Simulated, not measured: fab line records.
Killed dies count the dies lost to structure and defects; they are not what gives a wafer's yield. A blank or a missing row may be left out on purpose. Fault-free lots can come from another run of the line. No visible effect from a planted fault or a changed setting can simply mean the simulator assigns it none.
A lot that was struck, set against a sound lot | flow sky130 | 17 out of 708 route steps
Sound: wafers L513.1, L513.4, L513.6. Struck: wafers L517.2, L517.4, L517.6. The cause comes at the end.
For every step that has rows: the tool of each side, followed by ch and its chambers, followed by its first start. Under that, the readings that differ: sound wafers | struck wafers | difference of the means | sigmas: that difference in standard deviations of wafers without a fault.
alike: same words and numbers on both sides, and readings whose means sit less than 2 such deviations apart. not compared: any withheld reading, any reading some wafer has no value for, any bound like >300 that may hide the same value, and any number with overlapping values for which the record gives no deviation.
A row with sigmas, a row that says differs or no value, or rows on one side alone: a step with any of these is where the two part. Numbers that have no deviation but don't overlap get no sigmas and don't part them. A reading that every wafer of one side lacks parts them only if that side has two wafers or more.

first, 5 steps without rows for these wafers: SKY_FIELD_ISO_WET_ETCH_28 (etches SiO2 in dHF, target depth 23.7 nm, time 47 s); SKY_FIELD_ISO_WET_ETCH_29 (etches Si3N4 in H3PO4, target depth 160 nm, time 1825 s); SKY_FIELD_ISO_WET_ETCH_30 (etches SiO2 in dHF, target depth 25 nm, time 50 s); SKY_NWELL_CLEAN_00 (cleans in SC1/SC2, time 150 s); SKY_NWELL_OXIDATION_01 (stabilise 600 s, purge 300 s, target thk 10 nm).
SKY_NWELL_THK_MEAS_02:
  sound on film_metro-03, day 3 04:13; struck on film_metro-03, day 4 01:39
  alike: NWELL_OXIDATION_THK
then, 6 steps without rows for these wafers: SKY_DNWELL_DEHYDRATE_00 (time 60 s); SKY_DNWELL_HMDS_01 (prime time 60 s); SKY_DNWELL_COAT_02 (resist thk 3000 nm); SKY_DNWELL_SOFTBAKE_03; SKY_DNWELL_EXPOSE_04 (exposes mask DNM, target cd 3000 nm); SKY_DNWELL_PEB_05.
SKY_DNWELL_DEVELOP_06: develop time 60 s.
  struck on litho_track-02, day 4 18:00; sound on litho_track-02 ch 0, day 3 20:00
  no value came back on the struck wafers for chill_plate_temp_C (C), develop_time_s (s), exhaust_pa (Pa); on the sound wafers chill_plate_temp_C (C) reads 23.00 23.02 22.90
following that, these wafers have no rows for 1 step: SKY_DNWELL_IMPLANT_07.
SKY_DNWELL_STRIP_08: strips in O2/N2.
  sound on plasma_asher-04 ch 0,1, day 3 20:23; struck on plasma_asher-01 ch 0,1, day 4 18:38
  alike: drypump_motor_current_A, oes_product_au, strip_time_to_endpoint_s
  not compared: rf_hours_counter_h
SKY_DNWELL_TW_MEAS_09:
  sound on film_metro-01, day 3 20:29; struck on film_metro-01, day 4 18:45
  reading   | sound          | struck   | difference | sigmas
  DNWELL_TW | 1103 1106 1111 | 30 30 30 | -1077      | -99 or more
then, 1 step without rows for these wafers: SKY_PWDE_DEHYDRATE_00 (time 60 s).

## WHERE THEY PART
Last at SKY_DNWELL_TW_MEAS_09 as far as this record goes, first at SKY_DNWELL_DEVELOP_06.

WHY: the cause the simulator had injected
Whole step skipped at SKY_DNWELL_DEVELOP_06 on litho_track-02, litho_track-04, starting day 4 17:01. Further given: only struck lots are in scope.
